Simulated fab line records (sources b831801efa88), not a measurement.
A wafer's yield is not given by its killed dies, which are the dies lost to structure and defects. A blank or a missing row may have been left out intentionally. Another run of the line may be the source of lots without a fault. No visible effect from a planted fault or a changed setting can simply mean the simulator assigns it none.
fab line records | flow gf180mcu
[record] lots = 12 | wafers = 36 | last-day = 34
route steps=602 shown STI@6 NWELL@52 DUAL_GATE@152
lots that met no fault: from a run of the same line without faults
start-h: hours from the record's opening day to when the first of the lot's shown wafers began | wait-h: time in hours since the lot's previous step | " unchanged from the row above | L1.1+2: one row covering several wafers at once | - no value, or no start given | * or withheld: withheld | < > ~ a bound
route shown NAME@n: NAME is a module with steps in the file, n the number in the route of the first one | usual: average and standard deviation across the fault-free wafers | same: alike in all rows | chamber/n: place in a boat | sites: per-site readings | _std_site: the values' standard deviation | _edge_site: outer sites' mean less inner sites' | radius-mm: how far each site lies from the wafer's centre | mask NAME#n: copy n | behind: the most recent tool/chamber to have shaped the wafer | hold: why the lot was held/for how many hours/how that ended | device: whichever transistor did not switch (one of n, p or np) | end of line: the tests these same wafers got at the end of their route | a step with no rows: only its recipe | killed: count of dies lost to structure and defects at first sort (not the wafer's yield) | map: a wafer's dies, marking killed ones x, the rest . and places with no die _
set.NAME: the run value of the setting; set.NAME@STEP: its run value at that earlier step | model.NAME: the simulator's own value behind a step, which no gauge read
one table for each step of the route and one row for each wafer, over a sample of lots
services: when a tool's chamber went out of use (start-h, in hours from the record's first day, below 0 if earlier), for how many hours, and the reason
[[steps]]
[step GF_STI_DEHYDRATE_05]
[recipe] temp-c = 200 | time-s = 61.03
[usual] exhaust-pa = 45.0/0.96 | plate-sensor-t-centre-C = 201.07/0.01 | plate-sensor-t-edge-C = 201.56/0.0095
lot.wafer | tool           | chamber | start-h | wait-h | exhaust-pa | plate-sensor-t-centre-C | plate-sensor-t-edge-C
L866.2    | litho-track-02 | 0       | 23.41   | 4.8    | 44.9       | 201.06                  | 201.57
L866.5    | "              | 0       | "       | "      | 46.1       | 201.06                  | 201.56
L866.6    | "              | 0       | "       | "      | 44.5       | 201.07                  | 201.57
L867.2    | litho-track-04 | 0       | 29.85   | 5.8    | 44.8       | 201.08                  | 201.55
L867.3    | "              | 0       | "       | "      | 45.3       | 201.07                  | 201.56
L867.4    | "              | 0       | "       | "      | 45.8       | 201.09                  | 201.58
L869.2    | litho-track-03 | 0       | 39.73   | 6.1    | 43.1       | 201.08                  | 201.55
L869.3    | "              | 0       | "       | "      | 45.1       | 201.06                  | 201.55
L869.6    | "              | 0       | "       | "      | 44.5       | 201.08                  | 201.54
L870.2    | litho-track-04 | 0       | 44.70   | 6.0    | 44.2       | 201.07                  | 201.57
L870.5    | "              | 0       | "       | "      | 44.5       | 201.07                  | 201.55
L870.6    | "              | 0       | "       | "      | 44.9       | 201.04                  | 201.56
L871.1    | litho-track-04 | 0       | 48.78   | 5.2    | 44.8       | 201.06                  | 201.57
L871.4    | "              | 0       | "       | "      | 44.9       | 201.07                  | 201.54
L871.6    | "              | 0       | "       | "      | 44.1       | 201.05                  | 201.55
L872.1    | litho-track-03 | 0       | 54.55   | 5.6    | 44.6       | 201.08                  | 201.56
L872.5    | "              | 0       | "       | "      | 45.4       | 201.07                  | 201.55
L872.6    | "              | 0       | "       | "      | 44.9       | 201.08                  | 201.54
L874.1    | litho-track-04 | 0       | 64.23   | 5.7    | 43.5       | 201.08                  | 201.55
L874.2    | "              | 0       | "       | "      | 45.1       | 201.07                  | 201.56
L874.3    | "              | 0       | "       | "      | 44.6       | 201.06                  | 201.56
L878.1    | litho-track-03 | 0       | 85.30   | 6.0    | 46.4       | 201.08                  | 201.55
L878.4    | "              | 0       | "       | "      | 46.5       | 201.07                  | 201.55
L878.5    | "              | 0       | "       | "      | 46.0       | 201.07                  | 201.55
L879.2    | litho-track-03 | 0       | 90.28   | 6.2    | 46.8       | 201.08                  | 201.56
L879.3    | "              | 0       | "       | "      | 46.1       | 201.09                  | 201.56
L879.4    | "              | 0       | "       | "      | 46.6       | 201.08                  | 201.56
L883.4    | litho-track-03 | 0       | 110.03  | 6.4    | 46.1       | 201.06                  | 201.54
L883.5    | "              | 0       | "       | "      | 43.8       | 201.08                  | 201.55
L883.6    | "              | 0       | "       | "      | 45.0       | 201.08                  | 201.56
L886.1    | litho-track-03 | 0       | 126.95  | 6.5    | 47.1       | 201.05                  | 201.55
L886.3    | "              | 0       | "       | "      | 46.2       | 201.06                  | 201.55
L886.5    | "              | 0       | "       | "      | 45.7       | 201.09                  | 201.56
L888.1    | litho-track-04 | 0       | 139.28  | 6.8    | 44.5       | 201.07                  | 201.58
L888.3    | "              | 0       | "       | "      | 45.9       | 201.07                  | 201.56
L888.6    | "              | 0       | "       | "      | 45.3       | 201.08                  | 201.55
[step GF_STI_ETCH_14]
[recipe] target = Si | chemistry = HBr/Cl2/O2 | target-depth-nm = 360 | icp-w = 600 | bias-w = 150 | pressure-mtorr = 15 | HBr_flow_sccm = 150 | Cl2_flow_sccm = 40 | O2_flow_sccm = 6 | time-s = 102.9
[usual] drypump-motor-current-A = 5.9/0.38 | oes-product-au = 0.998/0.0072 | run-length-s = 131.1/0.45 | throttle-valve-pct = 25.660/0.01
lot.wafer | tool      | chamber | start-h | wait-h | drypump-motor-current-A | oes-product-au | rf-hours-counter-h | run-length-s | throttle-valve-pct
L866.2    | rie-si-02 | 3       | 30.40   | 0.0    | 5.5                     | 0.994          | 136                | 130.4        | 25.659
L866.5    | "         | 0       | "       | "      | 5.5                     | 0.994          | -                  | 131.1        | 25.644
L866.6    | "         | 1       | "       | "      | 6.0                     | 0.979          | -                  | 131.3        | 25.660
L867.2    | rie-si-02 | 1       | 36.60   | 0.0    | 6.0                     | 0.994          | 104                | 130.8        | 25.682
L867.3    | "         | 3       | "       | "      | 5.5                     | 1.002          | 136                | 130.4        | 25.660
L867.4    | "         | 0       | "       | "      | 5.5                     | 0.985          | 159                | 131.3        | 25.682
L869.2    | rie-si-01 | 2       | 46.88   | 0.0    | 6.1                     | 1.005          | 78                 | 130.7        | 25.661
L869.3    | "         | 3       | "       | "      | 6.8                     | 1.006          | 151                | 131.4        | 25.649
L869.6    | "         | 1       | "       | "      | 6.0                     | 0.999          | -                  | 131.4        | 25.671
L870.2    | rie-si-01 | 0       | 51.58   | 0.0    | 5.8                     | 0.990          | 86                 | 132.0        | 25.675
L870.5    | "         | 2       | "       | "      | 6.1                     | 0.995          | -                  | 130.6        | 25.666
L870.6    | "         | 1       | "       | "      | 6.0                     | 1.005          | -                  | 131.5        | 25.669
L871.1    | rie-si-02 | 3       | 55.93   | 0.0    | 5.5                     | 0.995          | 136                | 131.0        | 25.681
L871.4    | "         | 3       | "       | "      | 5.5                     | 1.005          | -                  | 130.4        | 25.650
L871.6    | "         | 2       | "       | "      | 5.7                     | 0.985          | -                  | 131.5        | 25.670
L872.1    | rie-si-02 | 2       | 61.70   | 0.0    | 5.7                     | 1.008          | 76                 | 131.3        | 25.653
L872.5    | "         | 3       | "       | "      | 5.5                     | 1.014          | -                  | 130.4        | 25.663
L872.6    | "         | 2       | "       | "      | 5.6                     | 1.006          | -                  | 131.5        | 25.656
L874.1    | rie-si-02 | 3       | 71.55   | 0.0    | 5.5                     | 1.007          | 137                | 130.3        | 25.665
L874.2    | "         | 0       | "       | "      | 5.5                     | 0.994          | 0                  | 122.7        | 25.670
L874.3    | "         | 2       | "       | "      | 5.6                     | 1.004          | 76                 | 132.0        | 25.659
L878.1    | rie-si-02 | 1       | 93.20   | 0.0    | 6.0                     | 0.997          | 104                | 130.9        | 25.660
L878.4    | "         | 2       | "       | "      | 5.6                     | 0.997          | 77                 | 131.7        | 25.655
L878.5    | "         | 0       | "       | "      | 5.5                     | 1.000          | -                  | 122.9        | 25.658
L879.2    | rie-si-02 | 0       | 97.63   | 0.0    | 5.5                     | 0.999          | 0                  | 122.4        | 25.661
L879.3    | "         | 2       | "       | "      | 5.7                     | 0.995          | 77                 | 131.4        | 25.652
L879.4    | "         | 1       | "       | "      | 6.0                     | 0.996          | 104                | 131.1        | 25.677
L883.4    | rie-si-01 | 3       | 118.03  | 0.0    | 6.8                     | 1.008          | 0                  | 131.4        | 25.655
L883.5    | "         | 2       | "       | "      | 6.1                     | 1.005          | -                  | 130.4        | 25.648
L883.6    | "         | 1       | "       | "      | 6.0                     | 0.999          | -                  | 131.2        | 25.661
L886.1    | rie-si-01 | 0       | 135.23  | 0.0    | 5.8                     | 0.996          | 87                 | 131.6        | 25.654
L886.3    | "         | 2       | "       | "      | 6.1                     | 1.006          | 79                 | 130.4        | 25.656
L886.5    | "         | 3       | "       | "      | 6.8                     | 1.014          | -                  | 131.3        | 25.639
L888.1    | rie-si-01 | 2       | 147.18  | 0.0    | 6.1                     | 0.997          | 79                 | 130.5        | 25.680
L888.3    | "         | 3       | "       | "      | 6.8                     | 1.002          | 0                  | 131.1        | 25.649
L888.6    | "         | 3       | "       | "      | 6.8                     | 1.009          | -                  | 131.3        | 25.654
[step GF_STI_STRIP_15]
[recipe] chemistry = O2/N2 | power-w = 1400 | pressure-mtorr = 1500 | platen-temp-c = 250 | o2-flow-sccm = 3000 | n2-flow-sccm = 300 | overash-fraction = 0.5
[usual] drypump-motor-current-A = 5.5/0.47 | heater-power-w = 323/37 | oes-product-au = 0.384/0.0051 | strip-time-to-endpoint-s = 3.73/0.038
lot.wafer | tool            | chamber | start-h | wait-h | drypump-motor-current-A | heater-power-w | oes-product-au | rf-hours-counter-h | strip-time-to-endpoint-s
L866.2    | plasma-asher-04 | 1       | 30.48   | 0.0    | 4.7                     | 374            | 0.391          | 36                 | 3.81
L866.5    | "               | 1       | "       | "      | 4.7                     | 384            | 0.385          | -                  | 3.79
L866.6    | "               | 0       | "       | "      | 5.8                     | 267            | 0.391          | -                  | 3.78
L867.2    | plasma-asher-04 | 1       | 36.68   | 0.0    | 4.7                     | 388            | 0.384          | 36                 | 3.80
L867.3    | "               | 0       | "       | "      | 5.8                     | 283            | 0.385          | -                  | 3.68
L867.4    | "               | 1       | "       | "      | 4.7                     | 387            | 0.381          | -                  | 3.72
L869.2    | plasma-asher-01 | 1       | 46.96   | 0.0    | 5.3                     | 332            | 0.390          | 40                 | 3.76
L869.3    | "               | 1       | "       | "      | 5.4                     | 325            | 0.384          | -                  | 3.73
L869.6    | "               | 0       | "       | "      | 5.7                     | 303            | 0.380          | -                  | 3.67
L870.2    | plasma-asher-01 | 0       | 51.66   | 0.0    | 5.7                     | 296            | 0.371          | 41                 | 3.64
L870.5    | "               | 0       | "       | "      | 5.7                     | 295            | 0.383          | -                  | 3.73
L870.6    | "               | 1       | "       | "      | 5.3                     | 323            | 0.384          | -                  | 3.66
L871.1    | plasma-asher-04 | 1       | 56.00   | 0.0    | 4.7                     | 375            | 0.385          | 38                 | 3.72
L871.4    | "               | 0       | "       | "      | 5.8                     | 276            | 0.381          | -                  | 3.69
L871.6    | "               | 0       | "       | "      | 5.8                     | 274            | 0.382          | -                  | 3.69
L872.1    | plasma-asher-04 | 0       | 61.78   | 0.0    | 5.8                     | 270            | 0.400          | 39                 | 3.78
L872.5    | "               | 0       | "       | "      | 5.8                     | 279            | 0.386          | -                  | 3.71
L872.6    | "               | 1       | "       | "      | 4.7                     | 371            | 0.381          | -                  | 3.72
L874.1    | plasma-asher-03 | 1       | 71.63   | 0.0    | 5.8                     | 324            | 0.387          | 26                 | 3.67
L874.2    | "               | 0       | "       | "      | 6.3                     | 349            | 0.390          | 26                 | 3.84
L874.3    | "               | 1       | "       | "      | 5.8                     | 317            | 0.380          | -                  | 3.72
L878.1    | plasma-asher-03 | 1       | 93.28   | 0.0    | 5.8                     | 328            | 0.386          | 29                 | 3.74
L878.4    | "               | 0       | "       | "      | 6.2                     | 349            | 0.382          | -                  | 3.72
L878.5    | "               | 1       | "       | "      | 5.8                     | 315            | 0.397          | -                  | 3.83
L879.2    | plasma-asher-03 | 0       | 97.71   | 0.0    | 6.2                     | 351            | 0.401          | 29                 | 3.86
L879.3    | "               | 0       | "       | "      | 6.3                     | 355            | 0.389          | -                  | 3.80
L879.4    | "               | 1       | "       | "      | 5.7                     | 314            | 0.388          | -                  | 3.79
L883.4    | plasma-asher-01 | 0       | 118.14  | 0.1    | 5.7                     | 295            | 0.379          | -                  | 3.71
L883.5    | "               | 1       | "       | "      | 5.4                     | 322            | 0.382          | -                  | 3.76
L883.6    | "               | 0       | "       | "      | 5.7                     | 286            | 0.389          | -                  | 3.73
L886.1    | plasma-asher-01 | 1       | 135.30  | 0.0    | 5.4                     | 333            | 0.382          | 47                 | 3.70
L886.3    | "               | 0       | "       | "      | 5.7                     | 294            | 0.383          | -                  | 3.77
L886.5    | "               | 1       | "       | "      | 5.4                     | 330            | 0.381          | -                  | 3.71
L888.1    | plasma-asher-01 | 1       | 147.25  | 0.0    | 5.3                     | 326            | 0.390          | 49                 | 3.69
L888.3    | "               | 0       | "       | "      | 5.7                     | 294            | 0.378          | -                  | 3.68
L888.6    | "               | 0       | "       | "      | 5.7                     | 291            | 0.390          | -                  | 3.68
[step GF_NWELL_STRIP_10]
[recipe] chemistry = O2/N2 | power-w = 1400 | pressure-mtorr = 1500 | platen-temp-c = 250 | o2-flow-sccm = 3000 | n2-flow-sccm = 300 | overash-fraction = 0.5
[usual] drypump-motor-current-A = 5.7/0.53 | heater-power-w = 357/57 | oes-product-au = 0.723/0.0044 | strip-time-to-endpoint-s = 37.00/0.093
lot.wafer | tool            | chamber | start-h | wait-h | drypump-motor-current-A | heater-power-w | oes-product-au | rf-hours-counter-h | strip-time-to-endpoint-s
L866.2    | plasma-asher-03 | 1       | 61.27   | 0.1    | 5.8                     | 315            | 0.725          | 25                 | 36.97
L866.5    | "               | 1       | "       | "      | 5.8                     | 320            | 0.723          | -                  | 37.11
L866.6    | "               | 0       | "       | "      | 6.2                     | 354            | 0.726          | -                  | 36.92
L867.2    | plasma-asher-03 | 0       | 67.32   | 0.1    | 6.3                     | 349            | 0.727          | 26                 | 37.14
L867.3    | "               | 1       | "       | "      | 5.8                     | 312            | 0.718          | -                  | 37.12
L867.4    | "               | 0       | "       | "      | 6.3                     | 343            | 0.735          | -                  | 37.03
L869.2    | plasma-asher-03 | 0       | 80.92   | 0.1    | 6.2                     | 355            | 0.723          | 27                 | 37.07
L869.3    | "               | 1       | "       | "      | 5.8                     | 326            | 0.713          | -                  | 37.10
L869.6    | "               | 0       | "       | "      | 6.2                     | 351            | 0.729          | -                  | 37.07
L870.2    | plasma-asher-04 | 1       | 83.84   | 0.1    | 4.7                     | 381            | 0.714          | 42                 | 37.05
L870.5    | "               | 0       | "       | "      | 5.8                     | 279            | 0.722          | -                  | 37.09
L870.6    | "               | 1       | "       | "      | 4.7                     | 388            | 0.727          | -                  | 37.02
L871.1    | plasma-asher-02 | 1       | 88.14   | 0.1    | 4.9                     | 345            | 0.724          | 46                 | 37.00
L871.4    | "               | 1       | "       | "      | 4.9                     | 352            | 0.722          | -                  | 37.01
L871.6    | "               | 0       | "       | "      | 6.0                     | 474            | 0.722          | -                  | 36.97
L872.1    | plasma-asher-02 | 0       | 94.17   | 0.1    | 6.0                     | 472            | 0.722          | 47                 | 37.04
L872.5    | "               | 1       | "       | "      | 4.9                     | 357            | 0.725          | -                  | 37.02
L872.6    | "               | 0       | "       | "      | 6.0                     | 465            | 0.717          | -                  | 36.93
L874.1    | plasma-asher-03 | 0       | 103.22  | 0.1    | 6.2                     | 352            | 0.727          | 30                 | 36.97
L874.2    | "               | 1       | "       | "      | 5.8                     | 320            | 0.721          | 30                 | 36.93
L874.3    | "               | 0       | "       | "      | 6.2                     | 351            | 0.715          | -                  | 36.97
L878.1    | plasma-asher-04 | 1       | 126.12  | 0.1    | 4.7                     | 378            | 0.728          | 47                 | 36.90
L878.4    | "               | 0       | "       | "      | 5.8                     | 277            | 0.720          | -                  | 36.83
L878.5    | "               | 0       | "       | "      | 5.8                     | 271            | 0.721          | -                  | 36.90
L879.2    | plasma-asher-03 | 0       | 130.97  | 0.1    | 6.2                     | 347            | 0.718          | 33                 | 36.97
L879.3    | "               | 1       | "       | "      | 5.7                     | 318            | 0.721          | -                  | 37.05
L879.4    | "               | 0       | "       | "      | 6.2                     | 352            | 0.722          | -                  | 36.99
L883.4    | plasma-asher-02 | 1       | 156.47  | 0.1    | 4.9                     | 345            | 0.714          | -                  | 37.00
L883.5    | "               | 0       | "       | "      | 6.0                     | 473            | 0.723          | -                  | 37.10
L883.6    | "               | 1       | "       | "      | 4.9                     | 351            | 0.715          | -                  | 37.11
L886.1    | plasma-asher-02 | 0       | 183.92  | 0.1    | 5.9                     | 477            | 0.720          | 7                  | 36.97
L886.3    | "               | 0       | "       | "      | 6.0                     | 484            | 0.720          | -                  | 36.96
L886.5    | "               | 1       | "       | "      | 4.9                     | 348            | 0.716          | -                  | 37.01
L888.1    | plasma-asher-03 | 0       | 187.52  | 0.1    | 6.3                     | 347            | 0.715          | 39                 | 36.91
L888.3    | "               | 0       | "       | "      | 6.2                     | 352            | 0.728          | -                  | 36.96
L888.6    | "               | 1       | "       | "      | 5.8                     | 314            | 0.731          | -                  | 36.96
[step GF_DUAL_GATE_OVL_MEAS_11]
[usual] DUAL_GATE_OVL = 1.0/1.3
lot.wafer | tool       | chamber | start-h | wait-h | DUAL_GATE_OVL[nm]
L866.2    | overlay-02 | -       | 183.23  | 0.1    | -0.1
L866.5    | "          | -       | "       | "      | -1.1
L866.6    | "          | -       | "       | "      | -0.3
L867.2    | overlay-02 | -       | 190.64  | 0.1    | 2.2
L867.3    | "          | -       | "       | "      | 1.4
L867.4    | "          | -       | "       | "      | 1.6
L870.2    | overlay-01 | -       | 207.18  | 0.1    | 2.3
L870.5    | "          | -       | "       | "      | 2.6
L870.6    | "          | -       | "       | "      | 1.2
L869.2    | overlay-02 | -       | 207.48  | 0.1    | 0.1
L869.3    | "          | -       | "       | "      | -2.2
L869.6    | "          | -       | "       | "      | 1.5
L871.1    | overlay-01 | -       | 213.03  | 0.1    | 1.5
L871.4    | "          | -       | "       | "      | -0.9
L871.6    | "          | -       | "       | "      | -1.0
L872.1    | overlay-01 | -       | 220.28  | 0.1    | -0.7
L872.5    | "          | -       | "       | "      | 0.6
L872.6    | "          | -       | "       | "      | -0.2
L874.1    | overlay-02 | -       | 238.33  | 0.1    | 2.0
L874.2    | "          | -       | "       | "      | 1.6
L874.3    | "          | -       | "       | "      | 2.4
L878.1    | overlay-01 | -       | 261.28  | 0.1    | 0.0
L878.4    | "          | -       | "       | "      | 2.2
L878.5    | "          | -       | "       | "      | 1.2
L879.2    | overlay-01 | -       | 265.58  | 0.1    | -1.0
L879.3    | "          | -       | "       | "      | 1.6
L879.4    | "          | -       | "       | "      | 0.1
L883.4    | overlay-01 | -       | 301.14  | 0.1    | 2.7
L883.5    | "          | -       | "       | "      | 2.9
L883.6    | "          | -       | "       | "      | 0.4
L886.1    | overlay-02 | -       | 335.03  | 0.1    | 1.4
L886.3    | "          | -       | "       | "      | 2.9
L886.5    | "          | -       | "       | "      | 0.6
L888.1    | overlay-01 | -       | 342.83  | 0.1    | 2.2
L888.3    | "          | -       | "       | "      | 1.8
L888.6    | "          | -       | "       | "      | 1.0
[[services]]
tool            | chamber | start-h | hours | kind
plasma-asher-01 | -       | 39.51   | 0.4   | repair
rie-si-02       | 0       | 45.84   | -     | clean
rie-si-02       | 0       | 45.84   | 17.9  | scheduled-down
rie-si-02       | 0       | 45.84   | 17.9  | vent-cycle
rie-si-01       | 2       | 66.96   | 3.3   | repair
plasma-asher-01 | -       | 70.57   | 24.0  | repair
rie-si-01       | 1       | 73.84   | 12.0  | repair
plasma-asher-02 | -       | 74.61   | 2.4   | repair
rie-si-01       | 3       | 85.87   | -     | clean
rie-si-01       | 3       | 85.87   | 19.4  | scheduled-down
rie-si-01       | 3       | 85.87   | 19.4  | vent-cycle
plasma-asher-02 | -       | 108.75  | 9.0   | pm
plasma-asher-02 | 0       | 108.75  | 9.0   | vent-cycle
plasma-asher-02 | 1       | 108.75  | 9.0   | vent-cycle
plasma-asher-02 | 0       | 117.75  | -     | clean
plasma-asher-02 | 1       | 117.75  | -     | clean
plasma-asher-04 | -       | 127.34  | 5.6   | repair
rie-si-02       | 3       | 139.92  | -     | clean
rie-si-02       | 3       | 139.92  | 27.4  | scheduled-down
rie-si-02       | 3       | 139.92  | 27.4  | vent-cycle
plasma-asher-04 | -       | 176.59  | 34.4  | repair
[[key]]
[first-sign] step = GF_STI_ETCH_14 | reading = run-length-s | direction = down | sigmas = 19 | usual = * | struck = *
[effect] step = GF_STI_STRIP_15 | reading = strip-time-to-endpoint-s | direction = up | sigmas = 2.9 | usual = * | struck = *
met-at GF_STI_ETCH_14
struck-lots L874,L878,L879
struck-wafers L874.2,L878.5,L879.2
tester-left-out L874,L878,L879
not-acting-at GF_STI_DEHYDRATE_05,GF_NWELL_STRIP_10,GF_DUAL_GATE_OVL_MEAS_11
onset-between 36.60 71.55
[fault] kind = process-parameter-drift | tool = rie-si-02 | chamber = 0 | onset-h = 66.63 | steps = GF_STI_ETCH_14 | channel = time-s | offset = * | shape = step | end-h = 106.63 | acts-in = * | stated = *
// tester-left-out: of these lots the tester's yield and bins aren't shown, on N5 and GAA mostly nor the transistor test; their killed dies are dies lost to structure and defects alone, not to doping, threshold or leakage, so they don't give the yield
